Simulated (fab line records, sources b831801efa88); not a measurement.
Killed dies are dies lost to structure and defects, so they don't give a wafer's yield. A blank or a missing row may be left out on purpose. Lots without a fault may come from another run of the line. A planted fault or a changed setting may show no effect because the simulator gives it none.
Chamber matching | flow sky130 | SKY_CONTACT_ETCH_16 on rie_diel-02: 4 sister chambers
The step etches BARC in N2/H2, stops on SiO2, time 45.9 s, target depth 60 nm. 4 wafers are shown with their chamber, then 8 later ones without.

WAFERS WITH THEIR CHAMBER
wafer  | chamber | oes_product_au (a.u.)
L880.3 | 0       | 0.860
L881.4 | 2       | 0.848
L881.6 | 1       | 0.861
L887.1 | 3       | 0.851

WAFERS WITHOUT THEIR CHAMBER
wafer  | oes_product_au (a.u.)
L887.2 | 0.862
L887.5 | 0.851
L892.1 | 0.853
L892.3 | 0.848
L892.5 | 0.854
L896.1 | 0.852
L896.2 | 0.852
L896.4 | 0.859

WHICH CHAMBER EACH WENT THROUGH
wafer  | from the rows above     | in truth
L887.2 | can't be placed: 1 or 0 | 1
L887.5 | 3                       | 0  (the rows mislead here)
L892.1 | 3                       | 3
L892.3 | 2                       | 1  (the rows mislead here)
L892.5 | 3                       | 3
L896.1 | 3                       | 3
L896.2 | 3                       | 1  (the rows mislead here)
L896.4 | can't be placed: 0 or 1 | 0
Placed correctly: 3 of 8. Can't be placed from these rows: 2 (the true chamber is among the candidates in 2). Placed wrongly: 3.
How it was worked out, from the rows above alone: a wafer's distance from a chamber is the root of the sum, over the readings, of the square of ((its reading less the chamber's mean) divided by the reading's scatter). The wafer belongs to the nearest chamber; if the next one is less than 2 further off, it can't be placed. A chamber's mean is the mean of its shown wafers. The scatter: with one shown wafer a chamber, the root of the mean of the squares of how far each hidden wafer lies from its nearest shown one.
